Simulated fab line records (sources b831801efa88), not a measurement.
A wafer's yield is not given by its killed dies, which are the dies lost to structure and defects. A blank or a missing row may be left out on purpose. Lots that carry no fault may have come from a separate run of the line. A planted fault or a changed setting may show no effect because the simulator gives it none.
Chamber matching || flow sky130 || SKY_LI_CONTACT_CMP_24 on cmp-01 has 4 sister chambers
The step polishes, stops on PSG, t overpolish 20 s, target thk 0 nm. 14 wafers are shown with their chamber, then 7 later ones without.

== EACH WAFER AND ITS CHAMBER ==
{"wafer": "L688.2", "chamber": 2, "time_to_endpoint_s (s)": 93, "motor_current_A (A)": 11.0, "overpolish_run_s (s)": 19.997}
{"wafer": "L688.3", "chamber": 0, "time_to_endpoint_s (s)": 88, "motor_current_A (A)": 11.6, "overpolish_run_s (s)": 19.998}
{"wafer": "L688.6", "chamber": 1, "time_to_endpoint_s (s)": 92, "motor_current_A (A)": 11.1, "overpolish_run_s (s)": 19.993}
{"wafer": "L690.1", "chamber": 3, "time_to_endpoint_s (s)": 90, "motor_current_A (A)": 11.3, "overpolish_run_s (s)": 19.998}
{"wafer": "L690.3", "chamber": 1, "time_to_endpoint_s (s)": 90, "motor_current_A (A)": 11.6, "overpolish_run_s (s)": 20.009}
{"wafer": "L690.6", "chamber": 0, "time_to_endpoint_s (s)": 87, "motor_current_A (A)": 12.1, "overpolish_run_s (s)": 20.011}
{"wafer": "L699.2", "chamber": 1, "time_to_endpoint_s (s)": 91, "motor_current_A (A)": 11.1, "overpolish_run_s (s)": 20.011}
{"wafer": "L699.3", "chamber": 0, "time_to_endpoint_s (s)": 86, "motor_current_A (A)": 12.0, "overpolish_run_s (s)": 20.016}
{"wafer": "L699.5", "chamber": 1, "time_to_endpoint_s (s)": 90, "motor_current_A (A)": 11.6, "overpolish_run_s (s)": 19.998}
{"wafer": "L700.1", "chamber": 2, "time_to_endpoint_s (s)": 98, "motor_current_A (A)": 11.2, "overpolish_run_s (s)": 20.024}
{"wafer": "L700.2", "chamber": 1, "time_to_endpoint_s (s)": 98, "motor_current_A (A)": 11.4, "overpolish_run_s (s)": 20.009}
{"wafer": "L700.4", "chamber": 0, "time_to_endpoint_s (s)": 95, "motor_current_A (A)": 10.8, "overpolish_run_s (s)": 19.992}
{"wafer": "L701.2", "chamber": 1, "time_to_endpoint_s (s)": 98, "motor_current_A (A)": 11.0, "overpolish_run_s (s)": 19.999}
{"wafer": "L701.5", "chamber": 2, "time_to_endpoint_s (s)": 98, "motor_current_A (A)": 11.7, "overpolish_run_s (s)": 19.997}

SIGNATURES (averages over the wafers above)
{"reading": "time_to_endpoint_s", "chamber 0": 89.00, "chamber 1": 93.17, "chamber 2": 96.33, "chamber 3": 90.00, "scatter within a chamber": 3.73}
{"reading": "motor_current_A", "chamber 0": 11.625, "chamber 1": 11.300, "chamber 2": 11.300, "chamber 3": 11.300, "scatter within a chamber": 0.408}
{"reading": "overpolish_run_s", "chamber 0": 20.00425, "chamber 1": 20.00317, "chamber 2": 20.00600, "chamber 3": 19.99800, "scatter within a chamber": 0.0107}
Rule: for each reading, subtract the chamber's mean from the wafer's reading, divide by that reading's scatter and square the result; add these up over the readings and take the root, which gives the wafer's distance from the chamber. The wafer belongs to the nearest chamber; if the next one is less than 2 further off, it can't be placed. The scatter is the square root of a quotient: the sum, over the shown wafers, of each reading's squared deviation from its chamber's mean, divided by wafers minus chambers.

== WAFERS WITHOUT THEIR CHAMBER ==
{"wafer": "L701.6", "time_to_endpoint_s (s)": 104, "motor_current_A (A)": 11.5, "overpolish_run_s (s)": 20.003}
{"wafer": "L702.1", "time_to_endpoint_s (s)": 100, "motor_current_A (A)": 11.1, "overpolish_run_s (s)": 20.007}
{"wafer": "L702.2", "time_to_endpoint_s (s)": 105, "motor_current_A (A)": 10.9, "overpolish_run_s (s)": 20.001}
{"wafer": "L702.4", "time_to_endpoint_s (s)": 92, "motor_current_A (A)": 11.3, "overpolish_run_s (s)": 20.010}
{"wafer": "L703.2", "time_to_endpoint_s (s)": 97, "motor_current_A (A)": 10.6, "overpolish_run_s (s)": 20.013}
{"wafer": "L703.3", "time_to_endpoint_s (s)": 100, "motor_current_A (A)": 11.4, "overpolish_run_s (s)": 20.002}
{"wafer": "L703.4", "time_to_endpoint_s (s)": 94, "motor_current_A (A)": 11.5, "overpolish_run_s (s)": 20.008}

== WHICH CHAMBER EACH WENT THROUGH ==
{"wafer": "L701.6", "from the rows above": "can't be placed: 2 or 1 or 3 or 0", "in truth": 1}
{"wafer": "L702.1", "from the rows above": "can't be placed: 2 or 1 or 3", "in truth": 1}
{"wafer": "L702.2", "from the rows above": "can't be placed: 2 or 1 or 3", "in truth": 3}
{"wafer": "L702.4", "from the rows above": "can't be placed: 1 or 2 or 3 or 0", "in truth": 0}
{"wafer": "L703.2", "from the rows above": "can't be placed: 2 or 1 or 3 or 0", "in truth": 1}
{"wafer": "L703.3", "from the rows above": "can't be placed: 2 or 1 or 3 or 0", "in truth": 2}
{"wafer": "L703.4", "from the rows above": "can't be placed: 1 or 2 or 0 or 3", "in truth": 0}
Correct placement for 0 of the 7. These rows do not allow placing 7 (true chamber among the candidates in 7). Placed wrongly: 0.
